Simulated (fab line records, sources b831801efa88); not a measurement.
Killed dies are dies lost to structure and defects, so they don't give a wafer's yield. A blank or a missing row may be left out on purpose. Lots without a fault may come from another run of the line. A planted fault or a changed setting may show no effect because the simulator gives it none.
A struck lot beside a sound one | flow sky130 | 14 steps out of a route of 708
Sound: wafers L529.2, L529.5, L529.6. Struck: wafers L541.1, L541.2, L541.3. The cause comes at the end.
At each step with rows: each side's tool, then ch and its chambers, then its first start. Under that, the readings that differ: sound wafers | struck wafers | difference of the means | sigmas: that difference in standard deviations of wafers without a fault.
alike: readings whose means differ by less than 2 such deviations, and words and numbers that are the same on both sides. not compared: withheld readings, readings that some wafer has no value for, bounds like >300 that may hide the same value, and numbers for which the record gives no deviation and whose values overlap.
The two part at a step that has a row with sigmas, a row that says differs or no value, or rows on one side only. Numbers that don't overlap but have no deviation are shown without sigmas and don't part them. A reading that every wafer of one side lacks parts them only if that side has two wafers or more.

SKY_FIELD_ISO_BOW_MEAS_00:
  sound on film_metro-04, day 1 20:01; struck on film_metro-03, day 4 08:00
  alike: INCOMING_BOW
then, 1 step without rows for these wafers: SKY_FIELD_ISO_OXIDATION_01 (stabilise 600 s, purge 300 s, target thk 12 nm).
SKY_FIELD_ISO_THK_MEAS_02:
  sound on film_metro-04, day 1 21:54; struck on film_metro-02, day 4 10:40
  reading                         | sound             | struck            | difference | sigmas
  FIELD_ISO_OXIDATION_00_THK (nm) | 11.74 12.02 11.64 | 12.22 12.37 12.23 | +0.47      | +2
then, 1 step without rows for these wafers: SKY_FIELD_ISO_CVD_03 (deposits Si3N4 from DCS/NH3, target thk 165 nm, time 2830 s).
SKY_FIELD_ISO_THK_MEAS_04:
  sound on film_metro-02, day 1 23:57; struck on film_metro-04, day 4 14:36
  alike: FIELD_ISO_CVD_03_THK
then, 7 steps without rows for these wafers: SKY_FIELD_ISO_DEHYDRATE_05 (time 60 s); SKY_FIELD_ISO_HMDS_06 (prime time 60 s); SKY_FIELD_ISO_COAT_07 (resist thk 60 nm); SKY_FIELD_ISO_COAT_08 (resist thk 450 nm); SKY_FIELD_ISO_SOFTBAKE_09 (time 90 s); SKY_FIELD_ISO_EXPOSE_10 (exposes mask FOM, target cd 150 nm); SKY_FIELD_ISO_PEB_11.
SKY_FIELD_ISO_DEVELOP_12: develop time 60 s.
  sound on litho_track-04 ch 0, day 2 14:00; struck on litho_track-04, day 5 07:00
  no value came back on the struck wafers for chill_plate_temp_C (C), develop_time_s (s); on the sound wafers chill_plate_temp_C (C) reads 22.91 22.99 23.01
  reading                                          | sound             | struck            | difference | sigmas
  model.KrF-thick_of_FIELD_ISO_COAT_08.thk_nm (nm) | 435.5 436.4 435.6 | 449.6 448.8 449.7 | +13.5      |
SKY_FIELD_ISO_CD_MEAS_13: target cd 150 nm.
  sound on cd_sem-01, day 2 14:46; struck on cd_sem-01, day 5 07:39
  reading    | sound             | struck | difference                    | sigmas
  cd_nm (nm) | 150.6 151.1 151.3 | - - -  | no value on the struck wafers |

WHERE THEY PART
First at SKY_FIELD_ISO_THK_MEAS_02; last, within this record, at SKY_FIELD_ISO_CD_MEAS_13.

WHY: what the simulator had put in
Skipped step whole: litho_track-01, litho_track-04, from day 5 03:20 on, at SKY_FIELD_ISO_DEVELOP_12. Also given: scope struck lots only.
